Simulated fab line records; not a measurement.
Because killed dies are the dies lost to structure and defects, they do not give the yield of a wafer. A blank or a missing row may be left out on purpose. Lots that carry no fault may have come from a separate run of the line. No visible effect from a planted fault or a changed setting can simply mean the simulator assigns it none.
2 desks looking at one fault ; flow gf180mcu ; what lay behind the numbers comes last; until then each desk has only its own

## FOR THE TOOL OWNER'S DESK: furnace-01
The tool's own readings at GF_DUAL_GATE_OXIDATION_02 (stabilise 600 s, purge 300 s, target thk 10.887 nm): means of the sampled wafers that have a number, for each lot that ran on this tool. Any lot whose mean is over 4 standard deviations away from the usual mean is out of limits and marked OUT; that distance is given in the brackets. 7 of its 9 readings are shown: the first one out of limits and those lying furthest out on some lot.
Columns: A = spike-tc-bottom-C at GF_DUAL_GATE_OXIDATION_02, usual 920 C; B = spike-tc-centre-C at GF_DUAL_GATE_OXIDATION_02, usual 900.8 C; C = spike-tc-lower-C at GF_DUAL_GATE_OXIDATION_02, usual 899.4 C; D = spike-tc-top-C at GF_DUAL_GATE_OXIDATION_02, usual 911 C; E = spike-tc-upper-C at GF_DUAL_GATE_OXIDATION_02, usual 899.8 C; F = tube-center-temp-C at GF_DUAL_GATE_OXIDATION_02, usual 900.01 C; G = tube_center_temp_C_max at GF_DUAL_GATE_OXIDATION_02, usual 902.4
lot;first seen here;A;B;C;D;E;F;G
L941;day 7 21:37;924;901.1;899.9;905;900.4;899.94;902.2
L942;day 8 03:56;923;900.9;899.4;905;899.6;899.94;902.4
L944;day 8 18:31;923;903.1;898.4;905;901.1;900.06;902.6
L954;day 11 12:04;903 (-4.5) OUT;882.8 (-13) OUT;878.6 (-21) OUT;885 (-4.3) OUT;880.4 (-19) OUT;879.95 (-99 or more) OUT;882.5 (-50) OUT
L955;day 11 17:25;904 (-4.3) OUT;880.8 (-14) OUT;879.8 (-20) OUT;885 (-4.4) OUT;878.7 (-21) OUT;879.99 (-99 or more) OUT;882.6 (-49) OUT
Finding of this desk: L954, L955 out of limits; the first was L954 at day 11 12:04, on spike-tc-bottom-C at GF_DUAL_GATE_OXIDATION_02. In limits: L941, L942, L944.

## AT THE METROLOGY DESK
What the gauges read, lot by lot, whatever tool the lot ran on: means of the sampled wafers that have a number. Any lot whose mean is over 4 standard deviations away from the usual mean is out of limits and marked OUT; that distance is given in the brackets.
Columns: A = MVSD_TW at GF_MVSD_TW_MEAS_11, usual 1568; B = DUAL_GATE_OXIDATION_00_THK at GF_DUAL_GATE_THK_MEAS_03, usual 10.97 nm
lot;first seen here;A;B
L940;day 4 11:43;1580;10.87
L941;day 4 17:55;1562;10.55
L942;day 4 22:30;1572;11.04
L943;day 5 05:23;1567;10.75
L944;day 5 11:13;1547;10.81
L945;day 5 15:39;1563;11.26
L946;day 5 21:03;1549;11.04
L954;day 7 18:35;1557;8.57 (-11) OUT
L955;day 7 23:35;1592;8.93 (-9.7) OUT
L959;day 9 00:31;1567;10.97
L961;day 9 10:38;1577;11.11
L963;day 9 23:19;1573;10.86
This desk's finding: out of limits on L954, L955; first on L954, day 11 13:31 (DUAL_GATE_OXIDATION_00_THK at GF_DUAL_GATE_THK_MEAS_03). In limits: L940, L941, L942, L943, L944, L945, L946, L959, L961, L963.

## ALL TOGETHER
At day 11 12:04, on L954, L955, the tool owner's desk was in a position to raise an alarm.
Metrology desk: alarm possible at day 11 13:31 on L954, L955.
All the named lots went through GF_DUAL_GATE_OXIDATION_02 on furnace-01.

## WHAT THE SIMULATOR HAD INSERTED
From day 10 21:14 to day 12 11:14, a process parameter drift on furnace-01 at GF_DUAL_GATE_OXIDATION_02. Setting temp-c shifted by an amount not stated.
Shown lots that were struck: L954, L955.
Counting hours from when the fault started, the first reading out of limits came at 15 for the tool owner's desk and at 16 for the metrology desk.
